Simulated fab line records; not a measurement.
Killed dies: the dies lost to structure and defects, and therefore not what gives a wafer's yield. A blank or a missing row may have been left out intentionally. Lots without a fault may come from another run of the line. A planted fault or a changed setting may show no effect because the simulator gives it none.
One fault through the eyes of 2 desks ; flow sfqLine ; numbers are kept per desk, each desk with only its own; the story behind them comes last

== METROLOGY DESK ==
What the gauges read, lot by lot, whatever tool the lot ran on: means of the sampled wafers that have a number. Any lot whose mean is over 4 standard deviations away from the usual mean is out of limits and marked OUT; that distance is given in the brackets.
Columns: A = I0_OVL at SFQ_I0_OVL_MEAS_908, usual 2 nm; B = M1_OVL at SFQ_M1_OVL_MEAS_911, usual -2 nm
lot;first seen here;A;B
L883;day 10 15:33;-2;-1
L884;day 11 02:20;8;-9
L885;day 11 10:44;5;-3
L886;day 11 21:32;3;8
L888;day 12 05:57;0;-5
L892;day 12 22:44;-1;0
L896;day 13 23:56;-3;-2
L898;day 14 13:14;-2;0
L901;day 15 18:36;7;-3
L902;day 15 21:00;5;-3
L904;day 16 13:47;-2;0
L905;day 16 22:12;4;-1
L906;day 17 00:35;-3;2
Result from this desk: across the 13 lots, nothing is out of limits.

== DESK OF THE TOOL OWNER: rieMetal-04 ==
The tool's own readings at SFQ_TRILAYER_L0_BARC_OPEN_METAL_ETCH_010 (etches BARC in O2, target depth 125 nm, time 41.7 s): means of the sampled wafers that have a number, for each lot that ran on this tool. Any lot whose mean is over 4 standard deviations away from the usual mean is out of limits and marked OUT; that distance is given in the brackets.
Columns: A = drypumpMotorCurrentA at SFQ_TRILAYER_L0_BARC_OPEN_METAL_ETCH_010, usual 5.30 A; B = oesProductAu at SFQ_TRILAYER_L0_BARC_OPEN_METAL_ETCH_010, usual 0.685 a.u.; C = runLengthS at SFQ_TRILAYER_L0_BARC_OPEN_METAL_ETCH_010, usual 70.3 s
lot;first seen here;A;B;C
L885;day 2 19:38;5.10;0.685;70.6
L886;day 3 08:04;5.08;0.682;70.4
L888;day 3 18:54;4.88;0.685;70.7
L892;day 4 14:49;5.08;0.895 (+45) OUT;57.5 (-29) OUT
L896;day 5 08:49;5.06;0.895 (+45) OUT;57.7 (-29) OUT
This desk finds L892, L896 out of limits, L892 being first, at day 4 14:49 (oesProductAu at SFQ_TRILAYER_L0_BARC_OPEN_METAL_ETCH_010). L885, L886, L888: within limits.

== BROUGHT TOGETHER ==
The tool owner's desk had the chance to raise an alarm at day 4 14:49 on L892, L896.
At the metrology desk, nothing out of limits was observed.
The metrology desk has L892, L896 on record, within its limits.
The lots listed all ran SFQ_TRILAYER_L0_BARC_OPEN_METAL_ETCH_010 on rieMetal-04.

== WHAT THE SIMULATOR HAD PUT IN ==
rieMetal-04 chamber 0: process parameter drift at SFQ_TRILAYER_L0_BARC_OPEN_METAL_ETCH_010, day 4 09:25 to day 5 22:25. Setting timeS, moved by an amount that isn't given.
Lots struck among those shown: L892, L896.
Time in hours from fault onset to the first out-of-limits reading at each desk: the tool owner's desk, 5.
